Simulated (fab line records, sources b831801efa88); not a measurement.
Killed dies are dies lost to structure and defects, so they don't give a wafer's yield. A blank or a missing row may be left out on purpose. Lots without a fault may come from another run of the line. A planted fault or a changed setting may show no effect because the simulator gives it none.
Which tool did it? | flow gf180mcu | 11 lots, 33 wafers sampled, at 4 steps of a route of 602

WHAT THE GAUGES READ, wafer by wafer
GF_HV_LDD_THK_MEAS_57. Usual: HV_LDD_CVD_56_THK 90.1 nm, standard deviation 0.87.
lot  | measured     | on            | HV_LDD_CVD_56_THK (nm) | flag
L340 | day 13 07:20 | film_metro-03 | 92.0 91.9 91.1         |
L342 | day 13 22:27 | film_metro-03 | 89.6 90.5 89.2         |
L345 | day 14 20:57 | film_metro-03 | 90.5 91.3 91.0         |
L346 | day 15 05:08 | film_metro-03 | 104.5 104.6 104.5      | OFF
L348 | day 15 20:39 | film_metro-03 | 104.1 104.3 104.7      | OFF
L354 | day 17 22:11 | film_metro-03 | 89.4 88.8 89.4         |
L355 | day 18 07:53 | film_metro-03 | 90.1 90.7 90.3         |
L356 | day 18 13:51 | film_metro-04 | 90.8 90.7 90.6         |
L357 | day 18 20:17 | film_metro-04 | 89.7 91.0 90.3         |
L358 | day 19 02:38 | film_metro-03 | 88.9 89.3 89.4         |
L361 | day 20 04:47 | film_metro-03 | 89.9 90.3 90.5         |

GF_SAB_OVL_MEAS_10. Usual: SAB_OVL -0.3 nm, standard deviation 1.3.
lot  | measured     | on         | SAB_OVL (nm)   | flag
L340 | day 15 22:56 | overlay-02 | 1.4 1.3 0.8    |
L342 | day 16 15:27 | overlay-02 | -1.0 -0.6 -0.3 |
L345 | day 17 15:16 | overlay-01 | -1.1 0.3 2.0   |
L346 | day 18 01:34 | overlay-01 | -0.7 -1.8 -1.5 |
L348 | day 18 19:41 | overlay-01 | -3.2 -3.6 -2.6 |
L354 | day 20 23:49 | overlay-02 | -1.5 -1.2 -1.4 |
L355 | day 21 10:25 | overlay-01 | 1.9 0.9 -0.6   |
L356 | day 21 14:50 | overlay-01 | -0.3 0.0 -2.9  |
L357 | day 21 22:32 | overlay-01 | -0.1 0.9 2.1   |
L358 | day 22 04:11 | overlay-02 | 0.9 -0.2 -1.1  |
L361 | day 23 05:10 | overlay-01 | -0.7 -2.4 -0.4 |

WHICH TOOL RAN EACH LOT (tool, then ch and the chambers of the sampled wafers, then the start)
lot  | GF_HV_LDD_CVD_56            | GF_HV_LDD_ETCHBACK_58
L340 | lpcvd-02 ch 0, day 13 05:53 | rie_diel-03 ch 0,3, day 13 07:23
L342 | lpcvd-02 ch 1, day 13 20:59 | rie_diel-02 ch 1,2,3, day 13 22:31
L345 | lpcvd-02 ch 1, day 14 19:31 | rie_diel-03 ch 0,2,3, day 14 21:01
L346 | lpcvd-02 ch 1, day 15 03:39 | rie_diel-03 ch 0,1,3, day 15 05:12
L348 | lpcvd-02 ch 1, day 15 19:13 | rie_diel-02 ch 0,2,3, day 15 20:43
L354 | lpcvd-01 ch 1, day 17 20:46 | rie_diel-02 ch 0,3, day 17 22:15
L355 | lpcvd-02 ch 1, day 18 06:26 | rie_diel-02 ch 0,3, day 18 07:55
L356 | lpcvd-02 ch 0, day 18 12:24 | rie_diel-03 ch 1,3, day 18 13:53
L357 | lpcvd-01 ch 0, day 18 18:52 | rie_diel-01 ch 0,2, day 18 20:21
L358 | lpcvd-02 ch 1, day 19 01:11 | rie_diel-02 ch 1,2,3, day 19 02:41
L361 | lpcvd-02 ch 0, day 20 03:21 | rie_diel-01 ch 1,2,3, day 20 04:50
- GF_HV_LDD_CVD_56: deposits Si3N4 from DCS/NH3, target thk 90 nm, time 1543 s.
- GF_HV_LDD_ETCHBACK_58: etches Si3N4 in CH3F/O2, stops on SiO2, time 100 s, target depth 90 nm.

WHAT THE TOOLS THEMSELVES READ (means of the sampled wafers that have a number; where no wafer has one, the mark that the record gives instead)
GF_HV_LDD_CVD_56. Usual: pressure_mtorr 250.0 mTorr, standard deviation 0.46; spike_tc_centre_C 770.4 C, standard deviation 1.1; spike_tc_upper_C 769.1 C, standard deviation 1.2; zone_power_upper_pct 14.7 %, standard deviation 1.4.
lot  | tool     | pressure_mtorr (mTorr) | spike_tc_centre_C (C) | spike_tc_upper_C (C) | zone_power_upper_pct (%) | flag
L340 | lpcvd-02 | 250.1                  | 768.4                 | 769.1                | 13.0                     |
L342 | lpcvd-02 | 250.2                  | 770.8                 | 769.4                | 16.4                     |
L345 | lpcvd-02 | 249.9                  | 771.2                 | 769.8                | 16.3                     |
L346 | lpcvd-02 | 249.5                  | 771.0                 | 768.6                | 16.5                     |
L348 | lpcvd-02 | 250.2                  | 769.3                 | 769.6                | 16.3                     |
L354 | lpcvd-01 | 249.8                  | 771.3                 | 768.6                | 14.7                     |
L355 | lpcvd-02 | 250.3                  | 769.0                 | 767.7                | 16.6                     |
L356 | lpcvd-02 | 250.1                  | 770.1                 | 769.4                | 13.1                     |
L357 | lpcvd-01 | 249.8                  | 770.1                 | 770.2                | 13.7                     |
L358 | lpcvd-02 | 251.2                  | 770.2                 | 769.0                | 16.5                     |
L361 | lpcvd-02 | 250.2                  | 769.7                 | 769.0                | 13.1                     |

GF_HV_LDD_ETCHBACK_58. Usual: drypump_motor_current_A 5.9 A, standard deviation 0.35; oes_product_au 0.843 a.u., standard deviation 0.0062; throttle_valve_pct 10.562 %, standard deviation 0.0095.
lot  | tool        | drypump_motor_current_A (A) | oes_product_au (a.u.) | throttle_valve_pct (%) | flag
L340 | rie_diel-03 | 6.1                         | 0.853                 | 10.564                 |
L342 | rie_diel-02 | 5.9                         | 0.840                 | 10.575                 |
L345 | rie_diel-03 | 6.2                         | 0.847                 | 10.571                 |
L346 | rie_diel-03 | 5.9                         | 0.915                 | 10.569                 | OFF
L348 | rie_diel-02 | 5.8                         | 0.920                 | 10.573                 | OFF
L354 | rie_diel-02 | 5.9                         | 0.835                 | 10.559                 |
L355 | rie_diel-02 | 5.9                         | 0.843                 | 10.572                 |
L356 | rie_diel-03 | 5.8                         | 0.845                 | 10.568                 |
L357 | rie_diel-01 | 5.5                         | 0.843                 | 10.565                 |
L358 | rie_diel-02 | 5.9                         | 0.836                 | 10.563                 |
L361 | rie_diel-01 | 5.9                         | 0.850                 | 10.566                 |

THE ANSWER, worked out from the rows above alone
Rule: a lot is off if the mean of its wafers that have a number lies more than 3 standard deviations from the usual mean. A lot without any number at a reading at which 4 lots or more have one is off too. The other lots that the step has rows for count as sound. The gauges are gone through in route order, then the tools' own readings, and for those a lot's mean is taken as printed above. The first step at which some lot is off is used, and at that step the reading that is off furthest; a lot without a number counts as furthest.
Off: L346, L348, at GF_HV_LDD_THK_MEAS_57 (HV_LDD_CVD_56_THK).
A tool fits if, at a process step before that reading, it ran every lot that is off, and no sound lot after the first of them. The gauges at GF_HV_LDD_THK_MEAS_57 aren't tried: what is off there is off at GF_HV_LDD_ETCHBACK_58 too, on other tools, and a gauge's error can't cause that. None of those tried fits.

WHAT THE SIMULATOR HAD PUT IN
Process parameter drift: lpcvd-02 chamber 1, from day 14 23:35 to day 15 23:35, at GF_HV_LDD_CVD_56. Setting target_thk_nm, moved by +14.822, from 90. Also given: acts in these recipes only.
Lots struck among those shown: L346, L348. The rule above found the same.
